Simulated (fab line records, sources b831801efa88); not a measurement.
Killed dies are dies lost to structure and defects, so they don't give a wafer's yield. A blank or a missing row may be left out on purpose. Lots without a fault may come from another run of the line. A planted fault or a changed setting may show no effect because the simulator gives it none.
A struck lot beside a sound one | flow sky130 | 19 steps out of a route of 708
Sound: wafers L871.3, L871.5, L871.6. Struck: wafers L881.1, L881.3, L881.5. The cause comes at the end.
At each step with rows: each side's tool, then ch and its chambers, then its first start. Under that, the readings that differ: sound wafers | struck wafers | difference of the means | sigmas: that difference in standard deviations of wafers without a fault.
alike: readings whose means differ by less than 2 such deviations, and words and numbers that are the same on both sides. not compared: withheld readings, readings that some wafer has no value for, bounds like >300 that may hide the same value, and numbers for which the record gives no deviation and whose values overlap.
The two part at a step that has a row with sigmas, a row that says differs or no value, or rows on one side only. Numbers that don't overlap but have no deviation are shown without sigmas and don't part them. A reading that every wafer of one side lacks parts them only if that side has two wafers or more.

first, 3 steps without rows for these wafers: SKY_SD_P_EXPOSE_04 (exposes mask PSDM, target cd 380 nm); SKY_SD_P_PEB_05; SKY_SD_P_DEVELOP_06 (develop time 60 s).
SKY_SD_P_CD_MEAS_07: target cd 380 nm.
  sound on cd_sem-02, day 26 04:34; struck on cd_sem-01, day 30 00:53
  alike: cd_nm
SKY_SD_P_OVL_MEAS_08:
  sound on overlay-02, day 26 04:40; struck on overlay-01, day 30 01:00
  alike: SD_P_OVL
then, 1 step without rows for these wafers: SKY_SD_P_IMPLANT_09.
SKY_SD_P_STRIP_10: strips in O2/N2.
  sound on plasma_asher-01 ch 0,1, day 26 04:52; struck on plasma_asher-03 ch 0,1, day 30 01:11
  alike: drypump_motor_current_A, o2_flow_sccm, oes_product_au, strip_time_to_endpoint_s
  not compared: rf_hours_counter_h
SKY_SD_P_TW_MEAS_11:
  sound on film_metro-03, day 26 04:57; struck on film_metro-04, day 30 01:17
  reading | sound          | struck         | difference | sigmas
  SD_P_TW | 2824 2809 2820 | 2775 2792 2784 | -34        | -2
then, 4 steps without rows for these wafers: SKY_RES_XHIGH_DEHYDRATE_00 (time 60 s); SKY_RES_XHIGH_HMDS_01 (prime time 60 s); SKY_RES_XHIGH_COAT_02 (resist thk 1140 nm); SKY_RES_XHIGH_SOFTBAKE_03 (time 60 s).
SKY_RES_XHIGH_EXPOSE_04: exposes mask URPM, target cd 1270 nm.
  sound on iline_stepper-02 ch 0, day 26 19:17; struck on iline_stepper-02 ch 0, day 30 15:08
  reading | sound                | struck               | difference | sigmas
  mask    | URPM#0 URPM#0 URPM#0 | NSDM#0 NSDM#0 NSDM#0 | differs    |
then, 3 steps without rows for these wafers: SKY_RES_XHIGH_PEB_05; SKY_RES_XHIGH_DEVELOP_06 (develop time 60 s); SKY_RES_XHIGH_IMPLANT_07.
SKY_RES_XHIGH_STRIP_08: strips in O2/N2.
  sound on plasma_asher-04 ch 0,1, day 27 08:18; struck on plasma_asher-02 ch 0, day 31 04:19
  alike: drypump_motor_current_A, o2_flow_sccm, oes_product_au, strip_time_to_endpoint_s
  not compared: rf_hours_counter_h
SKY_RES_XHIGH_TW_MEAS_09:
  sound on film_metro-03, day 27 08:23; struck on film_metro-03, day 31 04:44
  reading      | sound          | struck   | difference | sigmas
  RES_XHIGH_TW | 1630 1627 1632 | 30 30 30 | -1600      | -99 or more
  not compared: hold
SKY_PAD_OPEN_PROBE_99:
  the record has rows for the sound wafers here (prober-01, day 46 08:05) and none for the struck ones

WHERE THEY PART
First at SKY_SD_P_TW_MEAS_11; last, within this record, at SKY_PAD_OPEN_PROBE_99.

WHY: what the simulator had put in
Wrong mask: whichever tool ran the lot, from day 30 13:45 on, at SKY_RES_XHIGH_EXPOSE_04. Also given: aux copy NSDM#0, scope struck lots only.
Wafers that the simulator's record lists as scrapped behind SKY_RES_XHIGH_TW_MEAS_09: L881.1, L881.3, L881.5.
